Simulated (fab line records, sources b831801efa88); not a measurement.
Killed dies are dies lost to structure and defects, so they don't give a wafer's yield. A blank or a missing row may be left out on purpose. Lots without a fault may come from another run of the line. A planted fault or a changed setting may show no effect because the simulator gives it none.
fab line records | flow sky130
record lots=10 wafers=30 last_day=50
route steps=708 shown NWELL@34 VT_ADJUST_LVTN@117 VT_ADJUST_NCORE@121 VT_ADJUST_HVTR@142 VT_ADJUST_PCH@153 PAD_OPEN@708
lots that met no fault: from a run of the same line without faults
start_h: hours from the record's first day to the start of the lot's first wafer shown | wait_h: hours since the lot's step before | " the same as in the row above | L1.1+2: a row that stands for several wafers | - no value, or no start given | * or withheld: withheld | < > ~ a bound
route shown NAME@n: a module of which the file shows steps, and the number in the route of the first | usual: mean/standard deviation of fault-free wafers | same: alike in all rows | chamber/n: place in a boat | sites: the reading at each site | _std_site: their standard deviation | _edge_site: outer sites' mean less inner sites' | radius_mm: how far each site lies from the wafer's centre | mask NAME#n: copy n | behind: the tool/chamber that last shaped the wafer | hold: why the lot was held/for how many hours/how that ended | device: the transistor (n, p or np) that didn't switch | end of line: the same wafers' tests at the end of the route | a step without rows: its recipe alone | killed: dies lost to structure and defects at the first sort, not the wafer's yield | map: a wafer's dies, x killed, . not, _ none there
set.NAME: the setting as run; set.NAME@STEP: as run at that earlier step | model.NAME: the simulator's own value behind a step, which no gauge read
steps of the route over a sample of lots; a table a step, a row a wafer
services: from which hour (start_h, from the record's first day; less than 0 if before it) a tool's chamber was out of use, for how many hours, and why
## steps
# step SKY_NWELL_THK_MEAS_02
# recipe reads=SiO2_of_NWELL_OXIDATION_01
# usual NWELL_OXIDATION_THK=9.99/0.17
# columns lot.wafer tool chamber start_h wait_h NWELL_OXIDATION_THK[nm]
L280.3 film_metro-04 - 38.45 0.0 9.87
L280.4 " - " " 9.95
L280.5 " - " " 9.84
L282.2 film_metro-03 - 44.43 0.0 10.04
L282.4 " - " " 10.06
L282.5 " - " " 9.93
L284.1 film_metro-02 - 58.22 0.0 9.90
L284.3 " - " " 10.10
L284.6 " - " " 10.09
L286.1 film_metro-04 - 65.31 0.0 10.07
L286.3 " - " " 10.18
L286.5 " - " " 9.99
L287.2 film_metro-04 - 71.15 0.0 10.28
L287.3 " - " " 10.17
L287.6 " - " " 10.20
L296.1 film_metro-04 - 120.11 0.0 10.17
L296.5 " - " " 10.23
L296.6 " - " " 10.08
L298.1 film_metro-03 - 133.15 0.0 9.84
L298.3 " - " " 9.62
L298.5 " - " " 9.95
L299.1 film_metro-03 - 135.62 0.0 9.93
L299.4 " - " " 10.17
L299.6 " - " " 9.97
L300.2 film_metro-04 - 142.98 0.0 9.93
L300.3 " - " " 9.75
L300.5 " - " " 9.87
L303.2 film_metro-02 - 158.07 0.0 9.76
L303.3 " - " " 9.85
L303.6 " - " " 9.87
# step SKY_NWELL_RTA_28
# recipe temp_c=1050 time_s=30 idle_temp_c=650 ramp_up_c_per_s=150 ramp_down_c_per_s=90 ambient=N2
# usual chamber_o2_ppm=2.000/0.022 lamp_power_pct=25.31/0.06 ramp_down_c_per_s=89.998/0.017 wafer_temp_C_max=1054.8/0.97
# same time_s=30
# columns lot.wafer tool chamber start_h wait_h chamber_o2_ppm lamp_power_pct ramp_down_c_per_s wafer_temp_C_max
L280.3 rtp_anneal-01 0 107.06 0.0 2.005 25.33 89.977 1055.8
L280.4 " 0 " " 2.042 25.21 90.026 1053.6
L280.5 " 0 " " 1.984 25.36 90.006 1055.5
L282.2 rtp_anneal-01 0 113.19 0.0 1.987 25.29 90.025 1055.1
L282.4 " 0 " " 2.008 25.30 90.028 1054.1
L282.5 " 0 " " 2.001 25.36 89.987 1055.5
L284.1 rtp_anneal-02 0 129.05 0.0 1.974 25.29 89.981 1055.0
L284.3 " 0 " " 2.011 25.23 89.998 1054.9
L284.6 " 0 " " 1.967 25.23 90.012 1055.2
L286.1 rtp_anneal-02 0 137.03 0.0 2.003 25.26 90.008 1053.5
L286.3 " 0 " " 1.996 25.29 89.997 1055.5
L286.5 " 0 " " 1.980 25.31 89.994 1054.4
L287.2 rtp_anneal-02 0 143.59 0.0 1.985 25.21 90.028 1055.1
L287.3 " 0 " " 2.004 25.35 89.990 1054.8
L287.6 " 0 " " 2.015 25.28 89.988 1053.4
L296.1 rtp_anneal-02 0 200.29 0.0 2.038 25.34 89.975 1052.8
L296.5 " 0 " " 1.979 25.30 90.019 1055.2
L296.6 " 0 " " 2.015 25.29 89.982 1054.1
L298.1 rtp_anneal-01 0 216.98 0.0 2.011 25.34 89.993 1057.0
L298.3 " 0 " " 1.976 25.33 89.992 1058.3
L298.5 " 0 " " 2.026 25.43 89.989 1055.1
L299.1 rtp_anneal-02 0 220.67 0.0 1.982 25.35 89.994 1053.7
L299.4 " 0 " " 2.004 25.26 89.992 1053.7
L299.6 " 0 " " 2.017 25.29 90.035 1053.9
L300.2 rtp_anneal-01 0 228.84 0.0 1.990 25.30 89.996 1053.5
L300.3 " 0 " " 2.013 25.27 90.004 1053.7
L300.5 " 0 " " 1.948 25.41 89.950 1056.0
L303.2 rtp_anneal-02 0 244.95 0.0 2.017 25.38 89.980 1054.5
L303.3 " 0 " " 2.009 25.27 89.991 1053.9
L303.6 " 0 " " 2.010 25.22 90.030 1055.6
# step SKY_VT_ADJUST_LVTN_STRIP_20
# recipe chemistry=O2/N2 power_w=1400 pressure_mtorr=1500 platen_temp_c=withheld o2_flow_sccm=3000 n2_flow_sccm=300 overash_fraction=0.5
# usual drypump_motor_current_A=5.49/0.26 oes_product_au=0.715/0.0046 strip_time_to_endpoint_s=14.18/0.035
# columns lot.wafer tool chamber start_h wait_h drypump_motor_current_A oes_product_au rf_hours_counter_h strip_time_to_endpoint_s
L280.3 plasma_asher-02 1 164.89 0.1 5.42 0.711 - 14.16
L280.4 " 0 " " 5.32 0.714 - 14.15
L280.5 " 0 " " 5.32 0.712 - 14.20
L282.2 plasma_asher-02 1 173.27 0.1 5.43 0.717 48 14.17
L282.4 " 0 " " 5.29 0.713 - 14.22
L282.5 " 0 " " 5.31 0.709 - 14.22
L284.1 plasma_asher-02 0 189.22 0.1 5.28 0.713 50 14.18
L284.3 " 1 " " 5.42 0.717 - 14.21
L284.6 " 1 " " 5.43 0.717 - 14.16
L286.1 plasma_asher-02 0 198.65 0.1 5.29 0.718 51 14.20
L286.3 " 0 " " 5.30 0.708 - 14.15
L286.5 " 0 " " 5.32 0.725 - 14.18
L287.2 plasma_asher-03 1 207.75 0.1 5.25 0.714 6 14.21
L287.3 " 0 " " 5.87 0.714 - 14.21
L287.6 " 0 " " 5.88 0.715 - 14.22
L296.1 plasma_asher-03 1 268.82 0.1 5.26 0.720 12 14.20
L296.5 " 1 " " 5.26 0.716 - 14.20
L296.6 " 0 " " 5.88 0.719 - 14.19
L298.1 plasma_asher-04 1 287.95 0.1 6.12 0.718 60 14.12
L298.3 " 0 " " 5.65 0.718 - 14.17
L298.5 " 0 " " 5.69 0.711 - 14.12
L299.1 plasma_asher-02 0 291.91 0.1 5.31 0.710 60 14.17
L299.4 " 0 " " 5.32 0.713 - 14.18
L299.6 " 0 " " 5.29 0.714 - 14.17
L300.2 plasma_asher-02 1 302.00 0.1 5.39 0.721 61 14.14
L300.3 " 0 " " 5.31 0.713 - 14.21
L300.5 " 1 " " 5.43 0.716 - 14.19
L303.2 plasma_asher-02 0 320.06 0.1 5.33 0.708 63 14.18
L303.3 " 0 " " 5.29 0.722 - 14.20
L303.6 " 0 " " 5.32 0.723 - 14.24
# step SKY_VT_ADJUST_NCORE_COAT_02
# recipe resist=NOVOLAK spin_rpm=3000 resist_thk_nm=1140
# usual chill_plate_temp_C=23.01/0.098 dispense_pressure_kPa=50.6/1.9 spin_speed_rpm=3000.0/2.3
# columns lot.wafer tool chamber start_h wait_h chill_plate_temp_C dispense_pressure_kPa spin_speed_rpm
L280.3 litho_track-04 0 174.85 0.1 22.93 49.6 2998.0
L280.4 " 0 " " 22.83 49.6 3002.8
L280.5 " 0 " " 22.95 49.6 2998.5
L282.2 litho_track-04 0 183.48 0.1 23.09 49.6 2999.7
L282.4 " 0 " " 23.16 49.6 2999.5
L282.5 " 0 " " 23.09 49.6 3001.4
L284.1 litho_track-03 0 200.02 0.1 22.92 49.9 2996.8
L284.3 " 0 " " 23.02 49.9 2996.4
L284.6 " 0 " " 22.88 49.9 2998.3
L286.1 litho_track-03 - 209.52 0.1 - - -
L286.3 " - " " - - -
L286.5 " - " " - - -
L287.2 litho_track-03 - 218.39 0.1 - - -
L287.3 " - " " - - -
L287.6 " - " " - - -
L296.1 litho_track-04 0 280.85 0.1 23.14 49.6 2998.2
L296.5 " 0 " " 22.97 49.6 2997.2
L296.6 " 0 " " 23.02 49.6 3000.1
L298.1 litho_track-03 0 300.62 0.1 23.08 49.9 2999.8
L298.3 " 0 " " 23.02 49.9 3001.9
L298.5 " 0 " " 23.09 49.9 2994.7
L299.1 litho_track-02 0 304.68 0.1 23.00 54.9 3001.9
L299.4 " 0 " " 23.06 54.9 3002.7
L299.6 " 0 " " 22.97 54.9 3004.5
L300.2 litho_track-03 0 314.49 0.1 22.84 49.9 2994.0
L300.3 " 0 " " 23.00 49.9 3003.2
L300.5 " 0 " " 22.94 49.9 3001.5
L303.2 litho_track-03 0 333.29 0.1 22.95 49.9 3001.5
L303.3 " 0 " " 23.13 50.0 3001.2
L303.6 " 0 " " 23.02 49.9 3002.4
# step SKY_VT_ADJUST_NCORE_CD_MEAS_07
# recipe target_cd_nm=380
# usual cd_nm=379.9/2.2
# columns lot.wafer tool chamber start_h wait_h cd_nm
L280.3 cd_sem-02 - 185.46 0.1 381.2
L280.4 " - " " 376.5
L280.5 " - " " 379.1
L282.2 cd_sem-01 - 193.55 0.1 381.0
L282.4 " - " " 381.4
L282.5 " - " " 378.7
L284.1 cd_sem-02 - 211.55 0.1 379.0
L284.3 " - " " 377.7
L284.6 " - " " 375.8
L286.1 cd_sem-01 - 221.13 0.1 -
L286.3 " - " " -
L286.5 " - " " -
L287.2 cd_sem-01 - 230.25 0.1 -
L287.3 " - " " -
L287.6 " - " " -
L296.1 cd_sem-01 - 293.52 0.1 379.6
L296.5 " - " " 377.3
L296.6 " - " " 378.7
L298.1 cd_sem-02 - 313.52 0.1 381.3
L298.3 " - " " 380.8
L298.5 " - " " 377.7
L299.1 cd_sem-02 - 317.30 0.1 377.7
L299.4 " - " " 380.9
L299.6 " - " " 381.3
L300.2 cd_sem-02 - 328.05 0.1 383.2
L300.3 " - " " 382.8
L300.5 " - " " 380.9
L303.2 cd_sem-02 - 346.65 0.1 377.9
L303.3 " - " " 380.6
L303.6 " - " " 382.1
# step SKY_VT_ADJUST_HVTR_TW_MEAS_11
# usual VT_ADJUST_HVTR_TW=209.8/1.5
# columns lot.wafer tool chamber start_h wait_h VT_ADJUST_HVTR_TW
L280.3 film_metro-04 - 207.69 0.1 210.2
L280.4 " - " " 210.0
L280.5 " - " " 210.9
L282.2 film_metro-03 - 216.39 0.1 210.1
L282.4 " - " " 209.7
L282.5 " - " " 210.6
L284.1 film_metro-02 - 234.73 0.1 210.1
L284.3 " - " " 210.6
L284.6 " - " " 210.3
L286.1 film_metro-03 - 243.78 0.1 262.4
L286.3 " - " " 261.4
L286.5 " - " " 261.2
L287.2 film_metro-04 - 254.07 0.1 261.1
L287.3 " - " " 261.6
L287.6 " - " " 261.9
L296.1 film_metro-04 - 320.75 0.1 209.8
L296.5 " - " " 210.2
L296.6 " - " " 211.9
L298.1 film_metro-04 - 340.59 0.1 211.1
L298.3 " - " " 211.6
L298.5 " - " " 211.0
L299.1 film_metro-04 - 344.64 0.1 211.0
L299.4 " - " " 212.3
L299.6 " - " " 212.3
L300.2 film_metro-04 - 355.80 0.1 210.2
L300.3 " - " " 211.3
L300.5 " - " " 210.7
L303.2 film_metro-03 - 375.32 0.1 206.4
L303.3 " - " " 207.4
L303.6 " - " " 206.2
# step SKY_VT_ADJUST_PCH_TW_MEAS_10
# usual VT_ADJUST_PCH_TW=142.6/1.6
# columns lot.wafer tool chamber start_h wait_h VT_ADJUST_PCH_TW
L280.3 film_metro-04 - 230.02 0.1 142.5
L280.4 " - " " 142.3
L280.5 " - " " 141.9
L282.2 film_metro-04 - 239.80 0.1 141.6
L282.4 " - " " 142.7
L282.5 " - " " 142.0
L284.1 film_metro-01 - 257.60 0.1 144.4
L284.3 " - " " 143.9
L284.6 " - " " 144.4
L286.1 film_metro-04 - 267.75 0.1 230.6
L286.3 " - " " 229.3
L286.5 " - " " 229.1
L287.2 film_metro-04 - 278.86 0.1 230.5
L287.3 " - " " 229.5
L287.6 " - " " 230.3
L296.1 film_metro-04 - 347.71 0.1 142.7
L296.5 " - " " 143.7
L296.6 " - " " 143.4
L298.1 film_metro-04 - 368.16 0.1 141.8
L298.3 " - " " 143.0
L298.5 " - " " 142.2
L299.1 film_metro-01 - 372.57 0.1 144.3
L299.4 " - " " 144.2
L299.6 " - " " 145.3
L300.2 film_metro-03 - 383.37 0.1 140.6
L300.3 " - " " 140.2
L300.5 " - " " 139.9
L303.2 film_metro-04 - 404.45 0.1 142.0
L303.3 " - " " 141.6
L303.6 " - " " 141.9
# step SKY_PAD_OPEN_PROBE_99
# usual killed_at_M0_to_M3=43/6.3 killed_at_M4_up=3.1/1.9 killed_at_contacts=24/5.1 killed_at_front_end=14/4.3 killed_at_other=0.3/0.53 killed_dies=85/8.8 killed_on_rim=17/3.9 killed_open=46/7.1 killed_short=38/5.9
# same gross_dies=492 killed_at_back_side=0
# columns lot.wafer tool chamber start_h wait_h killed_at_M0_to_M3 killed_at_M4_up killed_at_contacts killed_at_front_end killed_at_other killed_dies killed_on_rim killed_open killed_short
L280.3 prober-01 - 1073.93 0.2 39 1 22 10 1 73 15 40 33
L280.4 prober-01 - 1073.98 0.2 46 2 26 18 0 92 19 54 38
L280.5 prober-01 - 1074.03 0.2 47 4 23 9 0 83 16 56 25
L282.2 prober-01 - 1082.82 0.1 49 3 20 14 0 86 14 52 34
L282.4 prober-01 - 1082.92 0.2 45 6 18 13 0 82 15 47 35
L282.5 prober-01 - 1082.97 0.2 40 7 25 12 0 84 17 45 39
L284.1 prober-01 - 1100.68 0.1 37 5 29 21 0 92 19 52 40
L284.3 prober-01 - 1100.78 0.2 41 7 18 8 0 74 13 36 38
L284.6 prober-01 - 1100.93 0.2 39 0 26 15 0 80 18 37 43
L286.1 prober-01 - 1108.44 0.1 32 2 18 439 1 492 96 40 23
L286.3 prober-01 - 1108.54 0.2 38 1 26 427 0 492 96 47 29
L286.5 prober-01 - 1108.64 0.2 41 1 19 431 0 492 96 38 39
L287.2 prober-02 - 1118.52 0.1 43 4 26 419 0 492 96 47 35
L287.3 prober-02 - 1118.57 0.2 49 4 33 406 0 492 96 60 40
L287.6 prober-02 - 1118.72 0.2 55 3 14 420 0 492 96 50 38
L296.1 prober-01 - 1167.17 0.1 41 3 16 18 0 78 15 39 39
L296.5 prober-01 - 1167.37 0.2 42 2 25 15 0 84 14 40 44
L296.6 prober-01 - 1167.42 0.2 36 3 21 12 0 72 10 41 31
L298.1 prober-01 - 1179.32 0.1 44 4 13 10 0 71 12 36 35
L298.3 prober-01 - 1179.42 0.2 40 3 25 16 0 84 27 40 44
L298.5 prober-01 - 1179.52 0.2 33 3 24 17 0 77 14 45 32
L299.1 prober-02 - 1180.79 0.1 36 3 22 9 0 70 10 42 28
L299.4 prober-02 - 1180.94 0.2 44 1 23 19 0 87 15 49 38
L299.6 prober-02 - 1181.04 0.2 47 3 19 14 0 83 16 47 36
L300.2 prober-01 - 1186.45 0.1 28 10 23 14 0 75 12 35 39
L300.3 prober-01 - 1186.50 0.2 51 2 25 17 0 95 10 54 40
L300.5 prober-01 - 1186.60 0.2 55 3 24 14 1 97 19 52 44
L303.2 prober-01 - 1198.67 0.1 50 2 21 10 0 83 18 49 34
L303.3 prober-01 - 1198.72 0.2 39 2 22 17 0 80 16 46 34
L303.6 prober-01 - 1198.87 0.2 46 4 24 17 0 91 24 51 40
# killed by level:class
L280.3 VIA1:geometric_particle:open=10 CONTACT:geometric_particle:open=7 LI_CONTACT:geometric_particle:open=6 VIA2:geometric_particle:open=6 FIELD_ISO:geometric_particle:short=5 METAL3:geometric_particle:short=5 METAL1:geometric_particle:short=5 CONTACT:geometric_particle:short=4
L280.4 VIA2:geometric_particle:open=9 CONTACT:geometric_particle:open=8 VIA1:geometric_particle:open=8 VIA3:geometric_particle:open=8 LI_CONTACT:geometric_particle:open=7 FIELD_ISO:geometric_particle:open=6 CONTACT:geometric_particle:short=6 METAL1:geometric_particle:short=5
L280.5 VIA1:geometric_particle:open=16 CONTACT:geometric_particle:open=12 VIA3:geometric_particle:open=8 VIA2:geometric_particle:open=5 FIELD_ISO:geometric_particle:open=4 LI_CONTACT:geometric_particle:open=4 METAL1:geometric_particle:short=4 VIA1:geometric_particle:short=4
L282.2 VIA1:geometric_particle:open=12 CONTACT:geometric_particle:open=10 VIA3:geometric_particle:open=7 VIA1:geometric_particle:short=5 VIA2:geometric_particle:open=5 METAL1:geometric_particle:short=5 VIA3:geometric_particle:short=5 FIELD_ISO:geometric_particle:open=4
L282.4 VIA1:geometric_particle:open=12 VIA3:geometric_particle:open=8 CONTACT:geometric_particle:open=6 VIA2:geometric_particle:open=6 METAL3:geometric_particle:short=6 METAL4:geometric_particle:short=5 POLY_GATE:geometric_particle:short=4 LI_CONTACT:geometric_particle:open=4
L282.5 LI_CONTACT:geometric_particle:open=13 VIA1:geometric_particle:open=7 VIA2:geometric_particle:open=7 VIA3:geometric_particle:open=7 CONTACT:geometric_particle:open=6 METAL4:geometric_particle:short=6 CONTACT:geometric_particle:short=5 METAL3:geometric_particle:short=5
L284.1 VIA1:geometric_particle:open=9 LI_CONTACT:geometric_particle:open=8 CONTACT:geometric_particle:open=8 VIA3:geometric_particle:open=7 CONTACT:geometric_particle:short=6 POLY_GATE:geometric_particle:open=5 POLY_GATE:geometric_particle:short=5 METAL3:geometric_particle:short=5
L284.3 VIA3:geometric_particle:open=7 VIA2:geometric_particle:open=6 METAL4:geometric_particle:short=6 METAL1:geometric_particle:short=5 VIA1:geometric_particle:open=5 VIA2:geometric_particle:short=4 CONTACT:geometric_particle:open=4 LI_CONTACT:geometric_particle:open=4
L284.6 CONTACT:geometric_particle:short=6 METAL1:geometric_particle:short=6 VIA3:geometric_particle:short=6 LOCAL_INTERCONNECT:geometric_particle:short=5 METAL2:geometric_particle:short=5 VIA2:geometric_particle:open=5 VIA3:geometric_particle:open=5 LI_CONTACT:geometric_particle:short=4
L286.1 VT_ADJUST_NCORE:area_expose=429 LI_CONTACT:geometric_particle:open=10 VIA1:geometric_particle:open=8 VIA3:geometric_particle:open=5 FIELD_ISO:geometric_particle:open=4 VIA2:geometric_particle:open=4 CONTACT:geometric_particle:open=4 METAL2:geometric_particle:short=4
L286.3 VT_ADJUST_NCORE:area_expose=416 VIA1:geometric_particle:open=13 LI_CONTACT:geometric_particle:open=7 CONTACT:geometric_particle:open=7 VIA3:geometric_particle:open=6 LI_CONTACT:geometric_particle:short=5 CONTACT:geometric_particle:short=5 FIELD_ISO:geometric_particle:open=4
L286.5 VT_ADJUST_NCORE:area_expose=415 METAL2:geometric_particle:short=9 LI_CONTACT:geometric_particle:open=7 METAL3:geometric_particle:short=6 CONTACT:geometric_particle:open=6 VIA1:geometric_particle:open=6 METAL1:geometric_particle:short=5 VIA3:geometric_particle:open=5
L287.2 VT_ADJUST_NCORE:area_expose=410 CONTACT:geometric_particle:short=8 VIA1:geometric_particle:open=7 VIA2:geometric_particle:open=7 VIA3:geometric_particle:open=7 LI_CONTACT:geometric_particle:open=6 CONTACT:geometric_particle:open=6 LOCAL_INTERCONNECT:geometric_particle:short=5
L287.3 VT_ADJUST_NCORE:area_expose=392 CONTACT:geometric_particle:open=12 VIA1:geometric_particle:open=11 VIA2:geometric_particle:open=10 LI_CONTACT:geometric_particle:open=8 VIA1:geometric_particle:short=7 LOCAL_INTERCONNECT:geometric_particle:short=6 METAL2:geometric_particle:short=6
L287.6 VT_ADJUST_NCORE:area_expose=404 VIA1:geometric_particle:open=19 VIA1:geometric_particle:short=8 METAL1:geometric_particle:short=8 METAL2:geometric_particle:short=7 FIELD_ISO:geometric_particle:open=6 VIA2:geometric_particle:open=6 LI_CONTACT:geometric_particle:open=5
L296.1 VIA1:geometric_particle:open=7 FIELD_ISO:geometric_particle:open=6 VIA1:geometric_particle:short=6 VIA2:geometric_particle:open=6 CONTACT:geometric_particle:open=5 METAL2:geometric_particle:short=5 LI_CONTACT:geometric_particle:open=4 CONTACT:geometric_particle:short=4
L296.5 CONTACT:geometric_particle:open=8 VIA2:geometric_particle:open=8 VIA1:geometric_particle:open=6 LI_CONTACT:geometric_particle:open=5 LI_CONTACT:geometric_particle:short=5 VIA3:geometric_particle:open=5 METAL2:geometric_particle:short=5 POLY_GATE:geometric_particle:short=4
L296.6 CONTACT:geometric_particle:open=10 VIA1:geometric_particle:open=10 VIA1:geometric_particle:short=6 VIA3:geometric_particle:open=6 FIELD_ISO:geometric_particle:short=4 LI_CONTACT:geometric_particle:open=4 VIA2:geometric_particle:open=4 CONTACT:geometric_particle:short=3
L298.1 VIA1:geometric_particle:open=7 METAL2:geometric_particle:short=7 METAL1:geometric_particle:short=7 VIA1:geometric_particle:short=5 VIA3:geometric_particle:open=5 LOCAL_INTERCONNECT:geometric_particle:short=4 FIELD_ISO:geometric_particle:open=3 LI_CONTACT:geometric_particle:open=3
L298.3 CONTACT:geometric_particle:open=9 FIELD_ISO:geometric_particle:short=7 VIA1:geometric_particle:open=7 LI_CONTACT:geometric_particle:open=7 VIA1:geometric_particle:short=7 VIA3:geometric_particle:open=6 POLY_GATE:geometric_particle:short=5 VIA2:geometric_particle:open=5
L298.5 CONTACT:geometric_particle:open=11 VIA2:geometric_particle:open=7 VIA1:geometric_particle:open=6 FIELD_ISO:geometric_particle:open=4 FIELD_ISO:geometric_particle:short=4 LI_CONTACT:geometric_particle:open=4 VIA3:geometric_particle:open=4 METAL2:geometric_particle:short=4
L299.1 VIA1:geometric_particle:open=11 CONTACT:geometric_particle:open=7 LI_CONTACT:geometric_particle:open=6 VIA3:geometric_particle:open=5 CONTACT:geometric_particle:short=4 METAL1:geometric_particle:short=4 METAL3:geometric_particle:short=4 VIA3:geometric_particle:short=4
L299.4 VIA1:geometric_particle:open=9 CONTACT:geometric_particle:short=7 LI_CONTACT:geometric_particle:open=7 VIA2:geometric_particle:open=7 METAL2:geometric_particle:short=6 VIA3:geometric_particle:open=6 CONTACT:geometric_particle:open=6 POLY_GATE:geometric_particle:short=5
L299.6 VIA1:geometric_particle:open=13 CONTACT:geometric_particle:open=9 METAL1:geometric_particle:short=7 VIA2:geometric_particle:open=7 VIA3:geometric_particle:open=7 POLY_GATE:geometric_particle:open=5 LOCAL_INTERCONNECT:geometric_particle:short=4 METAL2:geometric_particle:short=4
L300.2 CONTACT:geometric_particle:open=12 METAL4:geometric_particle:short=8 VIA1:geometric_particle:short=6 POLY_GATE:geometric_particle:open=4 CONTACT:geometric_particle:short=4 VIA1:geometric_particle:open=4 VIA2:geometric_particle:open=4 VIA3:geometric_particle:short=4
L300.3 METAL1:geometric_particle:short=11 LI_CONTACT:geometric_particle:open=11 CONTACT:geometric_particle:open=10 VIA1:geometric_particle:open=9 VIA2:geometric_particle:open=6 FIELD_ISO:geometric_particle:short=5 VIA3:geometric_particle:open=5 VIA3:geometric_particle:short=5
L300.5 VIA1:geometric_particle:open=10 VIA3:geometric_particle:open=9 VIA1:geometric_particle:short=9 LI_CONTACT:geometric_particle:open=7 VIA2:geometric_particle:open=7 FIELD_ISO:geometric_particle:open=6 CONTACT:geometric_particle:short=5 METAL1:geometric_particle:short=5
L303.2 VIA2:geometric_particle:open=10 VIA3:geometric_particle:open=10 VIA1:geometric_particle:open=9 CONTACT:geometric_particle:open=9 VIA2:geometric_particle:short=6 LI_CONTACT:geometric_particle:short=4 METAL2:geometric_particle:short=4 FIELD_ISO:geometric_particle:open=3
L303.3 VIA1:geometric_particle:open=7 CONTACT:geometric_particle:open=7 VIA3:geometric_particle:open=7 VIA2:geometric_particle:open=7 LI_CONTACT:geometric_particle:open=5 METAL2:geometric_particle:short=5 CONTACT:geometric_particle:short=5 FIELD_ISO:geometric_particle:short=4
L303.6 VIA3:geometric_particle:open=13 LI_CONTACT:geometric_particle:open=7 CONTACT:geometric_particle:open=7 VIA2:geometric_particle:open=7 VIA1:geometric_particle:open=6 METAL1:geometric_particle:short=6 LOCAL_INTERCONNECT:geometric_particle:short=5 FIELD_ISO:geometric_particle:open=4
## services
# columns tool chamber start_h hours kind
plasma_asher-03 - 108.75 9.0 pm
plasma_asher-03 0 108.75 9.0 vent_cycle
plasma_asher-03 1 108.75 9.0 vent_cycle
plasma_asher-03 0 117.75 - clean
plasma_asher-03 1 117.75 - clean
plasma_asher-02 - 126.79 0.8 repair
plasma_asher-03 - 126.83 28.1 pm
plasma_asher-02 - 155.53 4.3 repair
rtp_anneal-01 - 261.19 4.5 pm
plasma_asher-03 - 298.60 0.9 repair
## key
first_sign step=SKY_VT_ADJUST_NCORE_COAT_02 reading=tool_record direction=missing
effect step=SKY_VT_ADJUST_NCORE_CD_MEAS_07 reading=cd_nm direction=missing
effect step=SKY_VT_ADJUST_HVTR_TW_MEAS_11 reading=VT_ADJUST_HVTR_TW direction=up sigmas=34 usual=209.8 struck=261.6
effect step=SKY_VT_ADJUST_PCH_TW_MEAS_10 reading=VT_ADJUST_PCH_TW direction=up sigmas=56 usual=142.6 struck=229.9
effect step=SKY_PAD_OPEN_PROBE_99 reading=killed_at_front_end direction=up sigmas=95 usual=14 struck=424
more_kills_born_at SKY_VT_ADJUST_NCORE_EXPOSE_04@iline_stepper-01=2466
met_at SKY_VT_ADJUST_NCORE_COAT_02
struck_lots L286,L287
tester_left_out L286,L287
not_acting_at SKY_NWELL_THK_MEAS_02,SKY_NWELL_RTA_28,SKY_VT_ADJUST_LVTN_STRIP_20
onset_between 200.02 209.52
fault kind=skipped_step_whole tool=litho_track-03 chamber=- onset_h=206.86 steps=SKY_VT_ADJUST_NCORE_COAT_02 scope=struck_lots_only
# tester_left_out: of these lots the tester's yield and bins aren't shown, on N5 and GAA mostly nor the transistor test; their killed dies are dies lost to structure and defects alone, not to doping, threshold or leakage, so they don't give the yield
